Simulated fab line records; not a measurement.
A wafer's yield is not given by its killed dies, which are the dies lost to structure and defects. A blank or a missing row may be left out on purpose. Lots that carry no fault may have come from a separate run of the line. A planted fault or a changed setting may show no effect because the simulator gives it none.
Chamber matching    flow sky130    4 sister chambers for SKY_PAD_OPEN_ETCH_07 on rie-diel-04
The step etches the open film in CF4/O2, stops on AlCu, target depth 725 nm, time 161.1 s. 8 wafers are shown with their chamber, then 9 later ones without.

## WAFERS WITH THEIR CHAMBER
wafer   chamber  drypump-motor-current-A (A)  oes-product-au (a.u.)
L078.5  0        6.3                          0.981
L079.5  3        6.2                          0.988
L082.1  1        5.6                          0.977
L082.3  2        5.6                          0.969
L082.6  2        5.6                          0.973
L086.1  3        6.2                          0.990
L086.2  1        5.6                          0.986
L086.5  0        6.4                          0.980

## WAFERS WHOSE CHAMBER IS MISSING
wafer   drypump-motor-current-A (A)  oes-product-au (a.u.)
L089.2  6.2                          0.984
L089.4  6.4                          0.991
L089.5  6.4                          0.985
L091.1  5.6                          0.987
L091.2  6.3                          0.978
L091.3  5.6                          0.966
L097.1  6.3                          0.971
L097.5  5.6                          0.972
L097.6  5.6                          0.979

## CHAMBER TAKEN BY EACH
wafer   from the rows above      in truth
L089.2  3                        3
L089.4  0                        0
L089.5  0                        0
L091.1  1                        1
L091.2  0                        0
L091.3  2                        2
L097.1  0                        0
L097.5  2                        2
L097.6  can't be placed: 1 or 2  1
8 of 9 placed correctly. These rows do not allow placing 1 (true chamber among the candidates in 1). 0 placed wrongly.
How it was worked out, from the rows above alone: a wafer's distance from a chamber is the root of the sum, over the readings, of the square of ((its reading less the chamber's mean) divided by the reading's scatter). The wafer belongs to the nearest chamber; if the next one is less than 2 further off, it can't be placed. For every chamber, the mean is computed from those of its wafers that are shown. The scatter: take each reading less its chamber's mean, square it, sum over the shown wafers, divide by the number of wafers less the number of chambers, and take the root.
